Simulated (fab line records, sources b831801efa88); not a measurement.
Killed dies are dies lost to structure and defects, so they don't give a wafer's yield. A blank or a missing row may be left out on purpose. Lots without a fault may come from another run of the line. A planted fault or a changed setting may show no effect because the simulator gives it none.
fab line records | flow sky130
record lots=6 wafers=18 last_day=50
route steps=708 shown LI_CONTACT@375 LOCAL_INTERCONNECT@387 PAD_OPEN@708
lots that met no fault: from a run of the same line without faults
start_h: hours from the record's first day to the start of the lot's first wafer shown | wait_h: hours since the lot's step before | " the same as in the row above | L1.1+2: a row that stands for several wafers | - no value, or no start given | * or withheld: withheld | < > ~ a bound
route shown NAME@n: a module of which the file shows steps, and the number in the route of the first | usual: mean/standard deviation of fault-free wafers | same: alike in all rows | chamber/n: place in a boat | sites: the reading at each site | _std_site: their standard deviation | _edge_site: outer sites' mean less inner sites' | radius_mm: how far each site lies from the wafer's centre | mask NAME#n: copy n | behind: the tool/chamber that last shaped the wafer | hold: why the lot was held/for how many hours/how that ended | device: the transistor (n, p or np) that didn't switch | end of line: the same wafers' tests at the end of the route | a step without rows: its recipe alone | killed: dies lost to structure and defects at the first sort, not the wafer's yield | map: a wafer's dies, x killed, . not, _ none there
set.NAME: the setting as run; set.NAME@STEP: as run at that earlier step | model.NAME: the simulator's own value behind a step, which no gauge read
lots at some steps of the route; a table a step, a row a wafer
services: from which hour (start_h, from the record's first day; less than 0 if before it) a tool's chamber was out of use, for how many hours, and why
## steps
# step SKY_LI_CONTACT_OVL_MEAS_13
# usual LI_CONTACT_OVL=-2/4.8
# columns lot.wafer tool chamber start_h wait_h LI_CONTACT_OVL[nm]
L503.1 overlay-02 - 676.81 0.1 -4
L503.3 " - " " -9
L503.5 " - " " -3
L504.3 overlay-02 - 710.72 0.1 4
L504.4 " - " " 4
L504.5 " - " " -1
L506.1 overlay-02 - 711.52 0.1 -12
L506.3 " - " " -6
L506.6 " - " " -3
L515.1 overlay-02 - 780.31 0.1 2
L515.3 " - " " 4
L515.5 " - " " 5
L517.1 overlay-01 - 796.22 0.1 -7
L517.4 " - " " 1
L517.5 " - " " -5
L524.1 overlay-02 - 880.07 0.1 -5
L524.2 " - " " -5
L524.4 " - " " -6
# step SKY_LI_CONTACT_ETCH_14
# recipe chemistry=N2/H2 target=BARC ion_energy_ev=200 source_w=500 bias_w=100 pressure_mtorr=30 n2_flow_sccm=100 h2_flow_sccm=200 stop_on=SiO2 time_s=45.9 target_depth_a=600
# step SKY_LI_CONTACT_ETCH_15
# recipe target=PSG chemistry=C4F8/O2/Ar stop_on=Si taper_deg=4.15 mask_material=KrF-thick source_w=1500 bias_w=1200 pressure_mtorr=40 c4f8_flow_sccm=withheld O2_flow_sccm=6 Ar_flow_sccm=300 time_s=withheld target_depth_a=6000
# step SKY_LI_CONTACT_STRIP_16
# recipe chemistry=O2/N2 power_w=1400 pressure_mtorr=1500 platen_temp_c=withheld o2_flow_sccm=3000 n2_flow_sccm=300 overash_fraction=0.5
# usual drypump_motor_current_A=5.9/0.31 oes_product_au=0.376/0.005 strip_time_to_endpoint_s=3.51/0.03
# columns lot.wafer tool chamber start_h wait_h drypump_motor_current_A oes_product_au rf_hours_counter_h strip_time_to_endpoint_s
L503.1 plasma_asher-02 0 676.98 - 5.8 0.375 57 3.47
L503.3 " 1 " " 6.1 0.367 - 3.48
L503.5 " 1 " " 6.1 0.375 - 3.51
L504.3 plasma_asher-01 1 710.90 - 5.6 0.384 - 3.56
L504.4 " 0 " " 6.2 0.372 - 3.56
L504.5 " 1 " " 5.6 0.374 - 3.50
L506.1 plasma_asher-01 1 711.69 - 5.6 0.373 86 3.49
L506.3 " 1 " " 5.6 0.384 - 3.50
L506.6 " 0 " " 6.2 0.381 - 3.48
L515.1 plasma_asher-01 0 780.47 - 6.2 0.373 93 3.50
L515.3 " 1 " " 5.5 0.384 - 3.54
L515.5 " 1 " " 5.6 0.387 - 3.50
L517.1 plasma_asher-03 0 796.39 - 5.6 0.373 5 3.55
L517.4 " 0 " " 5.6 0.375 - 3.54
L517.5 " 1 " " 6.3 0.381 - 3.52
L524.1 plasma_asher-02 0 880.24 - 5.7 0.373 77 3.56
L524.2 " 1 " " 6.1 0.379 77 3.57
L524.4 " 0 " " 5.8 0.379 - 3.54
# step SKY_LI_CONTACT_CLEAN_17
# recipe chemistry=NMP time_s=600 temp_c=60 dry=n2_spin
# step SKY_LI_CONTACT_PRE_CLEAN_18
# recipe gas=Ar time_s=5.6 bias_v=358
# step SKY_LI_CONTACT_SPUTTER_19
# recipe material=Ti target_thk_nm=20 chamber_pressure_pa=5 power_w=2500 substrate_temp_c=200 time_s=106.37
# step SKY_LI_CONTACT_SPUTTER_20
# recipe material=TiN target_thk_nm=20 chamber_pressure_pa=5 power_w=4000 time_s=80
# usual cathode_dc_power_W=4000.0/0.67 chamber_pressure_pa=5.000/0.0097 throttle_valve_pct=29.6/1
# columns lot.wafer tool chamber start_h wait_h cathode_dc_power_W chamber_pressure_pa throttle_valve_pct
L503.1 pvd_sputter-02 - 677.52 0.0 3999.9 4.999 28.4
L503.3 " - " " 4000.3 5.009 28.3
L503.5 " - " " 4000.5 5.003 31.0
L504.3 pvd_sputter-04 - 711.24 0.0 4000.1 4.998 29.7
L504.4 " - " " 3999.1 5.003 30.9
L504.5 " - " " 3999.4 5.001 31.9
L506.1 pvd_sputter-02 - 712.06 0.0 4000.0 5.013 29.6
L506.3 " - " " 4000.3 5.006 28.3
L506.6 " - " " 4000.1 4.990 28.2
L515.1 pvd_sputter-03 - 780.84 0.0 3999.8 4.997 29.1
L515.3 " - " " 4000.2 5.011 29.6
L515.5 " - " " 4000.6 5.000 28.7
L517.1 pvd_sputter-03 - 796.76 0.0 3999.8 4.998 29.2
L517.4 " - " " 4000.2 5.008 28.6
L517.5 " - " " 3999.7 4.999 30.2
L524.1 pvd_sputter-04 - 880.61 0.0 3999.1 4.992 30.0
L524.2 " - " " 4000.9 5.000 30.7
L524.4 " - " " 4000.6 5.013 31.9
# step SKY_LI_CONTACT_CVD_21
# recipe material=W target_thk_nm=400 time_s=120.56 temp_c=400 pressure_torr=40
# usual heater_power_w=808/100 susceptor_temp_C=400.03/0.22
# columns lot.wafer tool chamber start_h wait_h heater_power_w susceptor_temp_C
L503.1 cvd_w-02 0 677.58 0.0 710 400.16
L503.3 " 1 " " 740 400.44
L503.5 " 1 " " 729 400.35
L504.3 cvd_w-01 0 711.34 0.1 864 399.78
L504.4 " 1 " " 950 399.74
L504.5 " 1 " " 974 400.19
L506.1 cvd_w-02 1 712.12 0.0 741 400.25
L506.3 " 1 " " 734 400.08
L506.6 " 1 " " 729 400.24
L515.1 cvd_w-02 1 780.90 0.0 735 400.18
L515.3 " 1 " " 733 400.28
L515.5 " 0 " " 719 400.17
L517.1 cvd_w-01 1 796.82 0.0 969 400.36
L517.4 " 0 " " 885 400.18
L517.5 " 1 " " 966 400.54
L524.1 cvd_w-02 0 880.67 0.0 724 399.97
L524.2 " 0 " " 718 400.00
L524.4 " 0 " " 718 400.06
# step SKY_LI_CONTACT_RS_MEAS_22
# recipe thk_meas_gauge=four-point-probe reads=W_of_LI_CONTACT_CVD_21+TiN_of_LI_CONTACT_SPUTTER_20+Ti_of_LI_CONTACT_SPUTTER_19
# usual LI_CONTACT_W_RS=0.2854/0.0026
# columns lot.wafer tool chamber start_h wait_h LI_CONTACT_W_RS[ohm/sq]
L503.1 film_metro-01 - 677.71 0.1 0.2858
L503.3 " - " " 0.2858
L503.5 " - " " 0.2842
L504.3 film_metro-02 - 711.47 0.1 0.2860
L504.4 " - " " 0.2845
L504.5 " - " " 0.2872
L506.1 film_metro-02 - 712.24 0.1 0.2849
L506.3 " - " " 0.2841
L506.6 " - " " 0.2874
L515.1 film_metro-01 - 781.03 0.1 0.2850
L515.3 " - " " 0.2866
L515.5 " - " " 0.2889
L517.1 film_metro-01 - 796.94 0.1 0.2871
L517.4 " - " " 0.2858
L517.5 " - " " 0.2887
L524.1 film_metro-04 - 880.92 0.2 0.2898
L524.2 " - " " 0.2873
L524.4 " - " " 0.2914
# step SKY_LI_CONTACT_THK_MEAS_23
# recipe thk_meas_gauge=xrf reads=W_of_LI_CONTACT_CVD_21
# usual LI_CONTACT_W_THK=414/7.5
# columns lot.wafer tool chamber start_h wait_h LI_CONTACT_W_THK[nm]
L503.1 film_metro-01 - 677.83 0.1 414
L503.3 " - " " 416
L503.5 " - " " 415
L504.3 film_metro-02 - 711.57 0.1 404
L504.4 " - " " 405
L504.5 " - " " 403
L506.1 film_metro-02 - 712.36 0.1 406
L506.3 " - " " 407
L506.6 " - " " 405
L515.1 film_metro-01 - 781.15 0.1 418
L515.3 " - " " 415
L515.5 " - " " 414
L517.1 film_metro-01 - 797.06 0.1 422
L517.4 " - " " 425
L517.5 " - " " 416
L524.1 film_metro-04 - 881.04 0.1 404
L524.2 " - " " 408
L524.4 " - " " 399
# step SKY_LI_CONTACT_CMP_24
# recipe stop_on=PSG t_overpolish_s=20 down_force_psi=3.5 platen_rpm=60 target_thk_nm=0 pad_velocity_m_s=0.94248
# usual motor_current_A=11.4/1 overpolish_run_s=20.000/0.0083 slurry_filter_dp_kPa=13.49/0.13 slurry_flow_ml_min=150.0/0.48 time_to_endpoint_s=97/3.5
# columns lot.wafer tool chamber start_h wait_h motor_current_A overpolish_run_s slurry_filter_dp_kPa slurry_flow_ml_min time_to_endpoint_s
L503.3 cmp-01 0 677.94 0.1 10.3 19.999 13.34 150.6 98
L503.1 " 1 " " 12.8 19.998 13.33 149.8 99
L503.5 " 0 " " 10.6 19.998 13.56 149.8 98
L504.3 cmp-02 3 711.66 0.1 11.7 19.990 13.60 150.1 96
L504.4 " 1 " " 9.6 20.009 13.47 149.5 97
L504.5 " 2 " " 12.0 20.002 13.63 151.2 101
L506.1 cmp-01 2 712.47 0.1 12.3 20.003 13.46 149.2 101
L506.3 " 3 " " 10.5 20.005 13.44 150.1 97
L506.6 " 1 " " 12.9 19.997 13.34 150.5 98
L515.3 cmp-01 3 781.26 0.1 10.0 19.982 13.67 149.6 95
L515.1 " 1 " " 13.1 19.998 13.47 149.2 94
L515.5 " 2 " " 12.3 20.013 13.27 150.1 96
L517.1 cmp-02 0 797.51 0.4 11.2 20.009 13.56 149.3 94
L517.4 " 1 " " 9.8 20.001 13.60 149.8 96
L517.5 " 3 " " 11.8 20.001 13.61 149.3 96
L524.2 cmp-02 3 881.10 0.0 12.1 19.999 13.57 150.3 95
L524.4 " 0 " " 11.3 20.003 13.46 149.7 95
L524.1 " 1 " " 9.4 20.009 13.54 150.3 97
# step SKY_LOCAL_INTERCONNECT_SPUTTER_00
# recipe material=TiN target_thk_nm=100 temp_c=300 power_w=6500 time_s=83.3 chamber_pressure_pa=0.4
# usual cathode_dc_power_W=6500.0/1.2 chamber_pressure_pa=0.4000/0.0008 susceptor_temp_C=299.99/0.18 throttle_valve_pct=30.6/0.74
# columns lot.wafer tool chamber start_h wait_h cathode_dc_power_W chamber_pressure_pa susceptor_temp_C throttle_valve_pct
L503.1 pvd_sputter-01 - 678.19 0.1 6501.8 0.3994 299.97 30.6
L503.3 " - " " 6502.0 0.3998 299.99 30.8
L503.5 " - " " 6501.5 0.4004 299.72 30.8
L504.3 pvd_sputter-04 - 711.91 0.2 - - - -
L504.4 " - " " - - - -
L504.5 " - " " - - - -
L506.1 pvd_sputter-04 - 712.72 0.2 - - - -
L506.3 " - " " - - - -
L506.6 " - " " - - - -
L515.1 pvd_sputter-01 - 781.51 0.1 6500.9 0.4013 300.39 31.2
L515.3 " - " " 6498.6 0.4004 299.49 30.7
L515.5 " - " " 6502.0 0.3996 299.95 31.2
L517.1 pvd_sputter-04 - 797.71 0.1 6501.0 0.4011 299.84 30.8
L517.4 " - " " 6499.5 0.3989 300.20 29.3
L517.5 " - " " 6499.3 0.4004 300.14 31.8
L524.1 pvd_sputter-01 - 881.40 0.1 6498.2 0.4004 299.97 31.1
L524.2 " - " " 6498.5 0.3999 299.80 31.0
L524.4 " - " " 6499.6 0.4008 299.88 31.0
# step SKY_LOCAL_INTERCONNECT_RS_MEAS_01
# recipe thk_meas_gauge=four-point-probe reads=TiN_of_LOCAL_INTERCONNECT_SPUTTER_00
# usual LOCAL_INTERCONNECT_TIN_RS=14.14/0.17
# columns lot.wafer tool chamber start_h wait_h LOCAL_INTERCONNECT_TIN_RS[ohm/sq]
L503.1 film_metro-01 - 678.25 0.0 14.18
L503.3 " - " " 14.12
L503.5 " - " " 14.03
L504.3 film_metro-03 - 712.01 0.1 -
L504.4 " - " " -
L504.5 " - " " -
L506.1 film_metro-03 - 712.79 0.0 -
L506.3 " - " " -
L506.6 " - " " -
L515.1 film_metro-03 - 781.57 0.0 14.13
L515.3 " - " " 14.04
L515.5 " - " " 14.05
L517.1 film_metro-03 - 797.77 0.0 14.02
L517.4 " - " " 13.88
L517.5 " - " " 14.15
L524.1 film_metro-03 - 881.46 0.0 14.35
L524.2 " - " " 14.19
L524.4 " - " " 14.38
# step SKY_LOCAL_INTERCONNECT_THK_MEAS_02
# recipe thk_meas_gauge=xrf reads=TiN_of_LOCAL_INTERCONNECT_SPUTTER_00
# usual LOCAL_INTERCONNECT_TIN_THK=99.5/1.3
# columns lot.wafer tool chamber start_h wait_h LOCAL_INTERCONNECT_TIN_THK[nm]
L503.1 film_metro-01 - 678.37 0.1 99.8
L503.3 " - " " 100.0
L503.5 " - " " 100.8
L504.3 film_metro-03 - 712.11 0.1 <0.0
L504.4 " - " " <0.0
L504.5 " - " " <0.0
L506.1 film_metro-03 - 712.91 0.1 <0.0
L506.3 " - " " <0.0
L506.6 " - " " <0.0
L515.1 film_metro-03 - 781.69 0.1 98.8
L515.3 " - " " 99.3
L515.5 " - " " 99.2
L517.1 film_metro-03 - 797.89 0.1 100.3
L517.4 " - " " 100.9
L517.5 " - " " 99.1
L524.1 film_metro-03 - 881.58 0.1 97.8
L524.2 " - " " 98.9
L524.4 " - " " 97.7
# step SKY_LOCAL_INTERCONNECT_DEHYDRATE_03
# recipe temp_c=200 time_s=60
# step SKY_LOCAL_INTERCONNECT_HMDS_04
# recipe prime_time_s=60 prime_temp_c=120
# step SKY_LOCAL_INTERCONNECT_COAT_05
# recipe resist=BARC temp_c=withheld time_s=withheld spin_rpm=3000 resist_thk_nm=60
# step SKY_LOCAL_INTERCONNECT_COAT_06
# recipe resist=KrF-thick spin_rpm=3000 resist_thk_nm=450
# step SKY_LOCAL_INTERCONNECT_SOFTBAKE_07
# recipe temp_c=100 time_s=90 resist=KrF-thick
# step SKY_LOCAL_INTERCONNECT_EXPOSE_08
# recipe mask_id=LI1M na=0.8 source_shape=annular sigma_inner=0.55 sigma_outer=0.85 target_cd_nm=170 dose_mj=28
# step SKY_LOCAL_INTERCONNECT_PEB_09
# recipe peb_temp_c=withheld peb_time_s=withheld resist=KrF-thick
# step SKY_LOCAL_INTERCONNECT_DEVELOP_10
# recipe develop_time_s=60 resist=KrF-thick dev_temp_c=21
# step SKY_LOCAL_INTERCONNECT_CD_MEAS_11
# recipe target_cd_nm=170
# usual cd_nm=170.5/1.7
# columns lot.wafer tool chamber start_h wait_h cd_nm
L503.1 cd_sem-01 - 706.19 - 172.8
L503.3 " - " " 172.5
L503.5 " - " " 170.8
L504.3 cd_sem-02 - 739.16 - 173.5
L504.4 " - " " 172.8
L504.5 " - " " 172.8
L506.1 cd_sem-01 - 740.89 - 167.0
L506.3 " - " " 169.0
L506.6 " - " " 169.0
L515.1 cd_sem-01 - 808.19 - 170.7
L515.3 " - " " 168.1
L515.5 " - " " 168.2
L517.1 cd_sem-01 - 823.94 - 169.7
L517.4 " - " " 168.9
L517.5 " - " " 168.7
L524.1 cd_sem-02 - 907.09 - 171.1
L524.2 " - " " 171.2
L524.4 " - " " 171.6
# step SKY_LOCAL_INTERCONNECT_OVL_MEAS_12
# usual LOCAL_INTERCONNECT_OVL=-1/4.9
# columns lot.wafer tool chamber start_h wait_h LOCAL_INTERCONNECT_OVL[nm]
L503.1 overlay-02 - 706.31 0.1 -1
L503.3 " - " " 4
L503.5 " - " " 5
L504.3 overlay-01 - 739.25 0.1 -4
L504.4 " - " " -11
L504.5 " - " " 1
L506.1 overlay-01 - 741.01 0.1 -1
L506.3 " - " " 3
L506.6 " - " " 10
L515.1 overlay-01 - 808.31 0.1 -2
L515.3 " - " " 0
L515.5 " - " " 0
L517.1 overlay-02 - 824.06 0.1 4
L517.4 " - " " 1
L517.5 " - " " -2
L524.1 overlay-02 - 907.21 0.1 0
L524.2 " - " " 1
L524.4 " - " " 6
# step SKY_LOCAL_INTERCONNECT_ETCH_13
# recipe chemistry=N2/H2 target=BARC ion_energy_ev=200 bias_w=100 pressure_mtorr=30 n2_flow_sccm=100 h2_flow_sccm=200 icp_w=500 stop_on=SiO2 time_s=45.9 target_depth_a=600
# step SKY_LOCAL_INTERCONNECT_METAL_ETCH_14
# recipe target_depth_nm=110 stop_on=PSG chemistry=Cl2/BCl3 target=TiN resist_sidewall_deg=88 pressure_mtorr=10 icp_w=900 bias_w=48.5 Cl2_flow_sccm=60 bcl3_flow_sccm=30 time_s=31.4
# usual drypump_motor_current_A=5.7/0.47 oes_product_au=0.941/0.0084 throttle_valve_pct=21.901/0.0099
# columns lot.wafer tool chamber start_h wait_h drypump_motor_current_A oes_product_au rf_hours_counter_h throttle_valve_pct
L503.1 rie_metal-04 1 706.47 0.1 5.4 0.948 1 21.914
L503.3 " 1 " " 5.4 0.938 - 21.893
L503.5 " 1 " " 5.4 0.947 - 21.896
L504.3 rie_metal-02 0 739.36 0.0 6.4 0.486 - 22.193
L504.4 " 1 " " 5.8 0.497 - 22.184
L504.5 " 0 " " 6.4 0.484 - 22.191
L506.1 rie_metal-02 1 741.10 0.0 5.8 0.487 11 22.202
L506.3 " 1 " " 5.8 0.498 - 22.177
L506.6 " 1 " " 5.8 0.491 - 22.193
L515.1 rie_metal-03 0 808.41 0.0 5.5 0.939 15 21.880
L515.3 " 1 " " 5.0 0.947 - 21.901
L515.5 " 0 " " 5.6 0.947 - 21.895
L517.1 rie_metal-02 0 824.16 0.0 6.4 0.950 0 21.895
L517.4 " 0 " " 6.4 0.951 - 21.899
L517.5 " 1 " " 5.8 0.939 - 21.911
L524.1 rie_metal-03 0 907.31 0.0 5.5 0.937 1 21.903
L524.2 " 1 " " 5.0 0.938 8 21.910
L524.4 " 1 " " 5.0 0.930 - 21.911
# step SKY_LOCAL_INTERCONNECT_STRIP_15
# recipe chemistry=O2/N2 power_w=1400 pressure_mtorr=1500 platen_temp_c=withheld o2_flow_sccm=3000 n2_flow_sccm=300 overash_fraction=0.5
# usual drypump_motor_current_A=5.6/0.48 oes_product_au=0.427/0.0049 strip_time_to_endpoint_s=4.725/0.018
# columns lot.wafer tool chamber start_h wait_h drypump_motor_current_A oes_product_au rf_hours_counter_h strip_time_to_endpoint_s
L503.1 plasma_asher-01 1 706.57 0.1 5.6 0.424 86 4.733
L503.3 " 0 " " 6.2 0.427 - 4.732
L503.5 " 1 " " 5.6 0.428 - 4.753
L504.3 plasma_asher-04 1 739.42 0.1 4.9 0.429 - 4.722
L504.4 " 0 " " 5.9 0.428 - 4.703
L504.5 " 1 " " 4.9 0.424 - 4.703
L506.1 plasma_asher-04 1 741.16 0.0 4.9 0.432 31 4.719
L506.3 " 1 " " 4.9 0.423 - 4.694
L506.6 " 0 " " 5.8 0.431 - 4.714
L515.1 plasma_asher-04 1 808.46 0.0 4.9 0.428 38 4.718
L515.3 " 0 " " 5.9 0.431 - 4.738
L515.5 " 0 " " 5.8 0.416 - 4.728
L517.1 plasma_asher-04 0 824.21 0.0 5.8 0.430 39 4.725
L517.4 " 0 " " 5.8 0.423 - 4.739
L517.5 " 1 " " 4.9 0.426 - 4.731
L524.1 plasma_asher-04 1 907.36 0.0 4.9 0.430 46 4.687
L524.2 " 0 " " 5.8 0.419 46 4.708
L524.4 " 0 " " 5.8 0.430 - 4.706
# step SKY_PAD_OPEN_PROBE_99
# usual killed_at_M0_to_M3=45/7.9 killed_at_M4_up=2.9/1.8 killed_at_contacts=25/5.5 killed_at_front_end=16/4.4 killed_at_other=0.3/0.58 killed_dies=89/9.4 killed_on_rim=18/3.9 killed_open=49/6.8 killed_short=40/6.3
# same gross_dies=492 killed_at_back_side=0
# columns lot.wafer tool chamber start_h wait_h killed_at_M0_to_M3 killed_at_M4_up killed_at_contacts killed_at_front_end killed_at_other killed_dies killed_on_rim killed_open killed_short
L504.3 prober-01 - 1097.69 0.2 11 2 477 2 0 492 96 12 6
L504.4 prober-01 - 1097.74 0.2 3 1 484 4 0 492 96 9 3
L504.5 prober-01 - 1097.79 0.2 8 3 478 3 0 492 96 10 9
L506.1 prober-02 - 1099.96 0.1 10 0 474 7 1 492 96 12 8
L506.3 prober-02 - 1100.06 0.2 10 0 479 3 0 492 96 8 12
L506.6 prober-02 - 1100.21 0.2 10 0 479 3 0 492 96 8 9
L515.1 prober-01 - 1151.44 0.1 41 5 31 21 0 98 13 53 45
L515.3 prober-01 - 1151.54 0.2 41 1 27 25 0 94 18 57 35
L515.5 prober-01 - 1151.64 0.2 33 4 28 17 0 82 15 41 40
# killed by level:class
L504.3 LOCAL_INTERCONNECT:lost_pattern=471 VIA2:geometric_particle:open=5 CONTACT:geometric_particle:open=2 VIA3:geometric_particle:open=2 POLY_GATE:geometric_particle:short=1 LI_CONTACT:geometric_particle:short=1 LI_CONTACT:geometric_particle:open=1 CONTACT:geometric_particle:short=1
L504.4 LOCAL_INTERCONNECT:lost_pattern=475 LI_CONTACT:geometric_particle:open=4 FIELD_ISO:geometric_particle:open=3 LOCAL_INTERCONNECT:area_etch=2 POLY_GATE:geometric_particle:short=1 LI_CONTACT:geometric_particle:short=1 CONTACT:geometric_particle:open=1 METAL1:geometric_particle:short=1
L504.5 LOCAL_INTERCONNECT:lost_pattern=473 VIA1:geometric_particle:open=4 METAL2:geometric_particle:short=2 METAL4:geometric_particle:short=2 FIELD_ISO:geometric_particle:short=1 POLY_GATE:geometric_particle:open=1 SPACER:geometric_particle:open=1 LI_CONTACT:geometric_particle:short=1
L506.1 LOCAL_INTERCONNECT:lost_pattern=470 VIA3:geometric_particle:open=3 SPACER:geometric_particle:short=2 VIA1:geometric_particle:short=2 CONTACT:geometric_particle:open=2 METAL1:geometric_particle:short=2 FIELD_ISO:geometric_particle:open=1 GATE_OXIDE:geometric_particle:open=1
L506.3 LOCAL_INTERCONNECT:lost_pattern=471 VIA1:geometric_particle:open=4 LOCAL_INTERCONNECT:geometric_particle:short=2 CONTACT:geometric_particle:short=2 CONTACT:geometric_particle:open=2 METAL2:geometric_particle:short=2 FIELD_ISO:geometric_particle:short=1 LI_CONTACT:geometric_particle:open=1
L506.6 LOCAL_INTERCONNECT:lost_pattern=474 CONTACT:geometric_particle:open=3 POLY_GATE:geometric_particle:short=2 VIA1:geometric_particle:open=2 VIA2:geometric_particle:open=2 POLY_GATE:geometric_particle:open=1 LOCAL_INTERCONNECT:geometric_particle:short=1 CONTACT:geometric_particle:short=1
L515.1 CONTACT:geometric_particle:open=11 VIA1:geometric_particle:open=9 FIELD_ISO:geometric_particle:open=8 LI_CONTACT:geometric_particle:open=7 VIA2:geometric_particle:open=6 CONTACT:geometric_particle:short=6 METAL1:geometric_particle:short=5 METAL2:geometric_particle:short=5
L515.3 CONTACT:geometric_particle:open=12 LI_CONTACT:geometric_particle:open=9 FIELD_ISO:geometric_particle:open=8 VIA3:geometric_particle:open=8 FIELD_ISO:geometric_particle:short=7 METAL1:geometric_particle:short=7 VIA1:geometric_particle:short=7 METAL2:geometric_particle:short=6
L515.5 CONTACT:geometric_particle:open=8 FIELD_ISO:geometric_particle:open=6 LI_CONTACT:geometric_particle:open=6 LOCAL_INTERCONNECT:geometric_particle:short=6 VIA2:geometric_particle:open=6 METAL2:geometric_particle:short=5 CONTACT:geometric_particle:short=4 LI_CONTACT:geometric_particle:short=4
# map L504.3 (x killed, . not)
__________xxxxxxxxxx_________
________xxxxxxxxxxxxxx_______
______xxxxxxxxxxxxxxxxxx_____
_____xxxxxxxxxxxxxxxxxxxx____
____xxxxxxxxxxxxxxxxxxxxxx___
___xxxxxxxxxxxxxxxxxxxxxxxx__
__xxxxxxxxxxxxxxxxxxxxxxxxxx_
_xxxxxxxxxxxxxxxxxxxxxxxxxxxx
_xxxxxxxxxxxxxxxxxxxxxxxxxxxx
_xxxxxxxxxxxxxxxxxxxxxxxxxxxx
_xxxxxxxxxxxxxxxxxxxxxxxxxxxx
_xxxxxxxxxxxxxxxxxxxxxxxxxxxx
_xxxxxxxxxxxxxxxxxxxxxxxxxxxx
_xxxxxxxxxxxxxxxxxxxxxxxxxxxx
_xxxxxxxxxxxxxxxxxxxxxxxxxxxx
__xxxxxxxxxxxxxxxxxxxxxxxxxx_
___xxxxxxxxxxxxxxxxxxxxxxxx__
____xxxxxxxxxxxxxxxxxxxxxx___
_____xxxxxxxxxxxxxxxxxxxx____
______xxxxxxxxxxxxxxxxxx_____
________xxxxxxxxxxxxxx_______
__________xxxxxxxxxx_________
# map L506.1 (x killed, . not)
__________xxxxxxxxxx_________
________xxxxxxxxxxxxxx_______
______xxxxxxxxxxxxxxxxxx_____
_____xxxxxxxxxxxxxxxxxxxx____
____xxxxxxxxxxxxxxxxxxxxxx___
___xxxxxxxxxxxxxxxxxxxxxxxx__
__xxxxxxxxxxxxxxxxxxxxxxxxxx_
_xxxxxxxxxxxxxxxxxxxxxxxxxxxx
_xxxxxxxxxxxxxxxxxxxxxxxxxxxx
_xxxxxxxxxxxxxxxxxxxxxxxxxxxx
_xxxxxxxxxxxxxxxxxxxxxxxxxxxx
_xxxxxxxxxxxxxxxxxxxxxxxxxxxx
_xxxxxxxxxxxxxxxxxxxxxxxxxxxx
_xxxxxxxxxxxxxxxxxxxxxxxxxxxx
_xxxxxxxxxxxxxxxxxxxxxxxxxxxx
__xxxxxxxxxxxxxxxxxxxxxxxxxx_
___xxxxxxxxxxxxxxxxxxxxxxxx__
____xxxxxxxxxxxxxxxxxxxxxx___
_____xxxxxxxxxxxxxxxxxxxx____
______xxxxxxxxxxxxxxxxxx_____
________xxxxxxxxxxxxxx_______
__________xxxxxxxxxx_________
## services
# columns tool chamber start_h hours kind
cmp-01 - 653.05 0.8 repair
pvd_sputter-04 - 654.26 6.1 repair
plasma_asher-04 - 662.79 4.9 repair
cmp-02 - 663.02 1.0 repair
pvd_sputter-04 - 676.15 3.4 repair
cmp-01 - 684.13 0.7 repair
cvd_w-02 - 695.42 2.0 repair
pvd_sputter-01 - 706.28 6.6 repair
cmp-02 - 717.35 4.5 pm
plasma_asher-04 - 722.49 2.2 repair
pvd_sputter-04 - 728.37 2.9 repair
pvd_sputter-04 - 729.19 5.5 repair
cmp-02 - 735.13 5.7 pm
cmp-01 - 737.94 1.7 repair
cmp-02 - 745.24 4.0 pm
plasma_asher-01 - 745.96 0.4 repair
cvd_w-02 0 748.54 2.7 repair
cmp-02 - 757.26 14.4 pm
plasma_asher-01 - 782.74 0.6 repair
plasma_asher-01 - 805.75 1.0 repair
cvd_w-02 - 829.85 1.0 repair
plasma_asher-04 - 849.69 14.6 pm
cvd_w-02 1 876.03 5.0 repair
pvd_sputter-04 - 886.60 6.0 repair
## key
first_sign step=SKY_LOCAL_INTERCONNECT_SPUTTER_00 reading=tool_record direction=missing
effect step=SKY_LOCAL_INTERCONNECT_RS_MEAS_01 reading=LOCAL_INTERCONNECT_TIN_RS direction=missing
effect step=SKY_LOCAL_INTERCONNECT_THK_MEAS_02 reading=LOCAL_INTERCONNECT_TIN_THK direction=down sigmas=76 usual=99.5 struck=<0.0
effect step=SKY_LOCAL_INTERCONNECT_METAL_ETCH_14 reading=oes_product_au direction=down sigmas=53 usual=0.941 struck=0.491
effect step=SKY_PAD_OPEN_PROBE_99 reading=killed_at_contacts direction=up sigmas=83 usual=25 struck=478
met_at SKY_LOCAL_INTERCONNECT_SPUTTER_00
struck_wafers L504.3,L504.4,L504.5,L506.1,L506.3,L506.6
later_rows_left_out L504.3,L504.4,L504.5,L506.1,L506.3,L506.6
tester_left_out L504,L506
fault kind=skipped_step_whole tool=pvd_sputter-04 chamber=- onset_h=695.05 steps=SKY_LOCAL_INTERCONNECT_SPUTTER_00 scope=struck_lots_only
# tester_left_out: of these lots the tester's yield and bins aren't shown, on N5 and GAA mostly nor the transistor test; their killed dies are dies lost to structure and defects alone, not to doping, threshold or leakage, so they don't give the yield
# later_rows_left_out: the simulator's readings of these wafers behind a module that went badly wrong aren't trusted and aren't shown, but for the sort
